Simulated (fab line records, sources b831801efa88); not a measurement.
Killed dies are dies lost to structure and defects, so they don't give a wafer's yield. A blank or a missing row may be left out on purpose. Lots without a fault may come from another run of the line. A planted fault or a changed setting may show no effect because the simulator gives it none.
Problem report in the 8D (eight disciplines) form, filled by code | flow sky130 | the parts of the form that need people (team, actions taken, sign-off) are left out

1. THE PROBLEM
oes_product_au at SKY_LI_CONTACT_ETCH_15 reads a mean of 0.881 a.u. on 2 wafers of 1 lot; wafers without a fault read 0.838 a.u. with a standard deviation of 0.0053. That is +8.0 standard deviations from the usual mean.
The step: etches PSG in C4F8/O2/Ar, stops on Si, target depth 600 nm.
First seen on wafer L997.2, day 33 10:13, on rie_diel-02. The record holds 24 wafers of 8 lots with a number at this step. Rule for "out", or "out of limits": more than 4 standard deviations from the usual mean. The other wafers with a number count as sound.

2. WHAT IT IS AND WHAT IT IS NOT
question                    | is                | is not
which readings at this step | oes_product_au    | -
which lots                  | L997              | L102, L107, L108, L985, L986, L987, L989
which wafers of those lots  | L997.2, L997.3    | L997.6
read on which tools         | rie_diel-02       | rie_diel-01, rie_diel-04
when                        | from day 33 10:13 | up to then (13 sound wafers); but 9 sound wafers of L102, L107, L108 came after

3. SUSPECTS, AND WHAT RULES EACH OUT
Counting: a tool at a process step up to the reading stays a suspect if it ran every lot that is out. Sound lots after the first of them don't rule it out here, since some wafers of a struck lot are sound.
- cmp-02 at SKY_LI_CONTACT_CMP_02 (polishes PSG): kept. It ran the lot that is out, L997 (day 32 06:19).
- rie_diel-02 at SKY_LI_CONTACT_ETCH_15 (etches PSG in C4F8/O2/Ar, stops on Si, target depth 600 nm): kept. It ran the lot that is out, L997 (day 33 10:13); its last sound lot up to then is L989 (day 30 17:14). Its own readings are out on those wafers: oes_product_au.
- Within cmp-02 at SKY_LI_CONTACT_CMP_02: the wafers that are out ran in chambers 1, 3; their sound lot-mates ran in chamber 2.
- Within rie_diel-02 at SKY_LI_CONTACT_ETCH_15: the wafers that are out ran in chambers 2, 3; their sound lot-mates ran in chamber 0.
Left after counting: cmp-02 at SKY_LI_CONTACT_CMP_02, rie_diel-02 at SKY_LI_CONTACT_ETCH_15.

4. THE CAUSE (what the simulator had put in)
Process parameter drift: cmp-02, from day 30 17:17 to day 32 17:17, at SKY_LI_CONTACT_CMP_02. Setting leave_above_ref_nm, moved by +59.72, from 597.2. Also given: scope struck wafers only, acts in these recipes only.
Counting left 2 suspects, and this tool is among them.

5. THE CHAIN OF EFFECTS, in route order
Each row: a reading whose mean over the struck wafers that have a number lies more than 3 standard deviations from the usual. Only readings for which the record gives a usual standard deviation are gone through. hours: the time from each lot's start at the first step in this table that gives one to its start at this step, as a median over the lots. sigmas: the change in usual standard deviations.
hours | step                   | reading        | usual      | on struck wafers | change | sigmas
0     | SKY_LI_CONTACT_ETCH_15 | oes_product_au | 0.838 a.u. | 0.881            | +0.043 | +8.0
The process steps in it:
- SKY_LI_CONTACT_ETCH_15: etches PSG in C4F8/O2/Ar, stops on Si, target depth 600 nm.

6. WHAT WOULD HAVE CAUGHT IT SOONER
In this record the first reading out of limits was taken at day 33 10:13, 65 hours after the fault began at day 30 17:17.
Of the tool readings at SKY_LI_CONTACT_CMP_02 for which the record gives a usual standard deviation, none was out on any struck wafer, so an alarm limit of 4 standard deviations on them would not have fired.
All the lots that are out (1) had begun SKY_LI_CONTACT_CMP_02 on cmp-02 by day 33 10:13. A hold on the tool at that time would have spared none of them.
